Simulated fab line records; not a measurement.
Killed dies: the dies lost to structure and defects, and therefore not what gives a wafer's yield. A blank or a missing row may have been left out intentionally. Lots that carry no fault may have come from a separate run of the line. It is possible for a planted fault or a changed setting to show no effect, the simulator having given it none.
Chamber matching || flow sky130 || cmp-02 running SKY_VIA4_CMP_21: 4 sister chambers
The step polishes, stops on SiO2, t overpolish 25 s, target thk 0 nm. 14 wafers are shown with their chamber, then 7 later ones without.

WAFERS, EACH WITH ITS CHAMBER
{"wafer": "L126.4", "chamber": 3, "motor current A (A)": 9.8, "time to endpoint s (s)": 119, "overpolish run s (s)": 25.005}
{"wafer": "L126.5", "chamber": 2, "motor current A (A)": 10.7, "time to endpoint s (s)": 126, "overpolish run s (s)": 24.997}
{"wafer": "L126.6", "chamber": 3, "motor current A (A)": 9.3, "time to endpoint s (s)": 117, "overpolish run s (s)": 24.986}
{"wafer": "L128.1", "chamber": 0, "motor current A (A)": 12.5, "time to endpoint s (s)": 124, "overpolish run s (s)": 24.997}
{"wafer": "L128.3", "chamber": 1, "motor current A (A)": 11.8, "time to endpoint s (s)": 128, "overpolish run s (s)": 25.001}
{"wafer": "L128.6", "chamber": 1, "motor current A (A)": 11.0, "time to endpoint s (s)": 131, "overpolish run s (s)": 24.994}
{"wafer": "L129.1", "chamber": 0, "motor current A (A)": 12.3, "time to endpoint s (s)": 123, "overpolish run s (s)": 24.999}
{"wafer": "L129.2", "chamber": 2, "motor current A (A)": 10.7, "time to endpoint s (s)": 124, "overpolish run s (s)": 25.021}
{"wafer": "L129.5", "chamber": 3, "motor current A (A)": 9.6, "time to endpoint s (s)": 119, "overpolish run s (s)": 25.010}
{"wafer": "L130.1", "chamber": 3, "motor current A (A)": 9.4, "time to endpoint s (s)": 115, "overpolish run s (s)": 24.995}
{"wafer": "L130.3", "chamber": 1, "motor current A (A)": 11.6, "time to endpoint s (s)": 132, "overpolish run s (s)": 25.003}
{"wafer": "L130.4", "chamber": 0, "motor current A (A)": 13.2, "time to endpoint s (s)": 116, "overpolish run s (s)": 24.997}
{"wafer": "L131.1", "chamber": 0, "motor current A (A)": 13.1, "time to endpoint s (s)": 119, "overpolish run s (s)": 24.995}
{"wafer": "L131.2", "chamber": 2, "motor current A (A)": 10.1, "time to endpoint s (s)": 122, "overpolish run s (s)": 24.983}

SIGNATURES (averages over the wafers above)
{"reading": "motor current A", "chamber 0": 12.775, "chamber 1": 11.467, "chamber 2": 10.500, "chamber 3": 9.525, "scatter within a chamber": 0.364}
{"reading": "time to endpoint s", "chamber 0": 120.50, "chamber 1": 130.33, "chamber 2": 124.00, "chamber 3": 117.50, "scatter within a chamber": 2.62}
{"reading": "overpolish run s", "chamber 0": 24.99700, "chamber 1": 24.99933, "chamber 2": 25.00033, "chamber 3": 24.99900, "scatter within a chamber": 0.0106}
Rule: a wafer's distance from a chamber is the root of the sum, over the readings, of the square of ((its reading less the chamber's mean) divided by the reading's scatter). If the next closest chamber is less than 2 further off than the closest, the wafer can't be placed; otherwise it belongs to the closest. The scatter: take each reading less its chamber's mean, square it, sum over the shown wafers, divide by the number of wafers less the number of chambers, and take the root.

WAFERS MISSING THEIR CHAMBER
{"wafer": "L131.3", "motor current A (A)": 9.8, "time to endpoint s (s)": 116, "overpolish run s (s)": 25.003}
{"wafer": "L142.1", "motor current A (A)": 12.7, "time to endpoint s (s)": 123, "overpolish run s (s)": 24.988}
{"wafer": "L142.2", "motor current A (A)": 9.6, "time to endpoint s (s)": 115, "overpolish run s (s)": 25.009}
{"wafer": "L142.5", "motor current A (A)": 9.2, "time to endpoint s (s)": 117, "overpolish run s (s)": 25.007}
{"wafer": "L147.2", "motor current A (A)": 10.5, "time to endpoint s (s)": 123, "overpolish run s (s)": 25.014}
{"wafer": "L147.3", "motor current A (A)": 11.4, "time to endpoint s (s)": 126, "overpolish run s (s)": 24.992}
{"wafer": "L147.5", "motor current A (A)": 10.1, "time to endpoint s (s)": 112, "overpolish run s (s)": 24.998}

WHICH CHAMBER EACH ONE RAN IN
{"wafer": "L131.3", "from the rows above": 3, "in truth": 3}
{"wafer": "L142.1", "from the rows above": 0, "in truth": 0}
{"wafer": "L142.2", "from the rows above": 3, "in truth": 3}
{"wafer": "L142.5", "from the rows above": 3, "in truth": 3}
{"wafer": "L147.2", "from the rows above": 2, "in truth": 2}
{"wafer": "L147.3", "from the rows above": "can't be placed: 1 or 2", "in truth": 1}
{"wafer": "L147.5", "from the rows above": 3, "in truth": 3}
Placed correctly: 6 of 7. Unplaceable from these rows: 1, with the true chamber sitting among the candidates in 1. Wrongly placed: 0.
